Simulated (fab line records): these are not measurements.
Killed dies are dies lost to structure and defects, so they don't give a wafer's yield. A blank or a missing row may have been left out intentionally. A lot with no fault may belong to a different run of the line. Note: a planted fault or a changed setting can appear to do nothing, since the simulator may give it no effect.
What tool caused it? + flow sky130 + Sampling: 14 lots, 42 wafers, 3 of 708 route steps

## WHAT EACH GAUGE READ, for each wafer
SKY_GATE_OXIDE_TW_MEAS_14. Usual: for GATE_OXIDE_TW the level is 224.4 and the standard deviation is 0.98.
| lot  | measured     | on            | GATE_OXIDE_TW     | flag |
|------|--------------|---------------|-------------------|------|
| L664 | day 13 17:06 | film metro-03 | 224.3 224.6 224.2 |      |
| L665 | day 13 23:40 | film metro-03 | 224.2 225.4 224.7 |      |
| L666 | day 14 11:43 | film metro-02 | 226.7 224.1 224.7 |      |
| L667 | day 15 01:13 | film metro-04 | 223.3 223.4 224.5 |      |
| L668 | day 15 11:16 | film metro-02 | 223.3 223.6 222.8 |      |
| L669 | day 15 14:22 | film metro-03 | 223.4 223.7 224.9 |      |
| L670 | day 16 00:16 | film metro-03 | 225.8 225.6 224.8 |      |
| L674 | day 17 06:37 | film metro-02 | 223.4 225.3 225.0 |      |
| L675 | day 17 16:25 | film metro-02 | 224.3 224.2 225.4 |      |
| L682 | day 20 11:19 | film metro-03 | 226.1 226.4 224.3 |      |
| L684 | day 21 03:36 | film metro-03 | 223.5 224.6 223.2 |      |
| L685 | day 21 06:33 | film metro-02 | 224.6 224.5 223.4 |      |
| L686 | day 21 17:44 | film metro-02 | 224.5 224.1 223.8 |      |
| L687 | day 21 21:28 | film metro-04 | 225.1 225.2 225.6 |      |

SKY_POLY_GATE_THK_MEAS_01. Usual: for POLY_GATE_CVD_00_THK the level is 178.8 nm and the standard deviation is 1.8.
| lot  | measured     | on            | POLY_GATE_CVD_00_THK (nm) | flag |
|------|--------------|---------------|---------------------------|------|
| L664 | day 13 21:01 | film metro-04 | 175.4 175.1 176.4         |      |
| L665 | day 14 02:42 | film metro-04 | 178.4 177.8 178.8         |      |
| L666 | day 14 14:34 | film metro-01 | 180.7 179.6 180.7         |      |
| L667 | day 15 04:34 | film metro-01 | 178.9 177.6 177.6         |      |
| L668 | day 15 15:34 | film metro-01 | 177.9 177.4 177.8         |      |
| L669 | day 15 18:17 | film metro-01 | 177.3 178.1 178.3         |      |
| L670 | day 16 04:45 | film metro-03 | 180.0 179.6 178.2         |      |
| L674 | day 17 09:27 | film metro-04 | 175.8 176.2 177.4         |      |
| L675 | day 17 20:22 | film metro-01 | 180.4 180.4 180.7         |      |
| L682 | day 20 14:10 | film metro-01 | 181.8 181.4 181.4         |      |
| L684 | day 21 06:27 | film metro-04 | 177.3 178.0 176.3         |      |
| L685 | day 21 09:46 | film metro-04 | 179.3 180.7 179.9         |      |
| L686 | day 21 21:27 | film metro-03 | 177.4 179.0 177.8         |      |
| L687 | day 22 00:20 | film metro-01 | 176.5 178.3 177.8         |      |

SKY_POLY_GATE_THK_MEAS_21. Usual: for POLY_GATE_OXIDATION_THK the level is 3.98 nm and the standard deviation is 0.081.
| lot  | measured     | on            | POLY_GATE_OXIDATION_THK (nm) | flag |
|------|--------------|---------------|------------------------------|------|
| L664 | day 16 07:40 | film metro-03 | 4.04 3.99 4.01               |      |
| L665 | day 16 16:31 | film metro-04 | 3.94 3.99 3.97               |      |
| L666 | day 17 02:12 | film metro-03 | 3.99 3.97 3.97               |      |
| L667 | day 17 17:34 | film metro-01 | 4.14 4.12 4.15               |      |
| L668 | day 18 04:23 | film metro-03 | 3.96 4.10 4.00               |      |
| L669 | day 18 09:53 | film metro-01 | 3.82 3.86 3.94               |      |
| L670 | day 18 19:53 | film metro-01 | 3.97 4.09 4.02               |      |
| L674 | day 20 02:08 | film metro-01 | 3.96 4.07 4.05               |      |
| L675 | day 20 14:56 | film metro-01 | 3.99 3.86 3.98               |      |
| L682 | day 23 06:50 | film metro-03 | 3.90 3.97 3.88               |      |
| L684 | day 23 22:44 | film metro-03 | 3.81 3.91 3.79               |      |
| L685 | day 24 01:13 | film metro-01 | 3.90 3.99 3.88               |      |
| L686 | day 24 13:28 | film metro-04 | 3.90 3.97 3.89               |      |
| L687 | day 24 16:59 | film metro-04 | 3.97 4.08 4.07               |      |

## WHAT TOOL EACH LOT RAN ON (gives the tool, then ch and the chambers of the sampled wafers, and finally the start)
No process step before these readings appears in the record.

## AS READ BY THE TOOLS THEMSELVES (means over the sampled wafers that have a number; for cases with no such wafer, the mark the record gives instead)
The record holds no such reading with a usual standard deviation.

## THE ANSWER, worked out from the rows above alone
Rule: lot off if the mean of its wafers having a number is beyond 3 standard deviations from the usual mean. A lot without any number at a reading at which 4 lots or more have one is off too. Any other lot the step has rows for is counted as sound. First the gauges in route order, then the tools' own readings, where a lot's mean is used as printed above. At the first step where some lot is off, the reading lying furthest off is the one used; lots without a number count as furthest.
Across all readings shown, no lot is off: no conclusion can be drawn from this.

## WHAT THE SIMULATOR HAD PUT IN
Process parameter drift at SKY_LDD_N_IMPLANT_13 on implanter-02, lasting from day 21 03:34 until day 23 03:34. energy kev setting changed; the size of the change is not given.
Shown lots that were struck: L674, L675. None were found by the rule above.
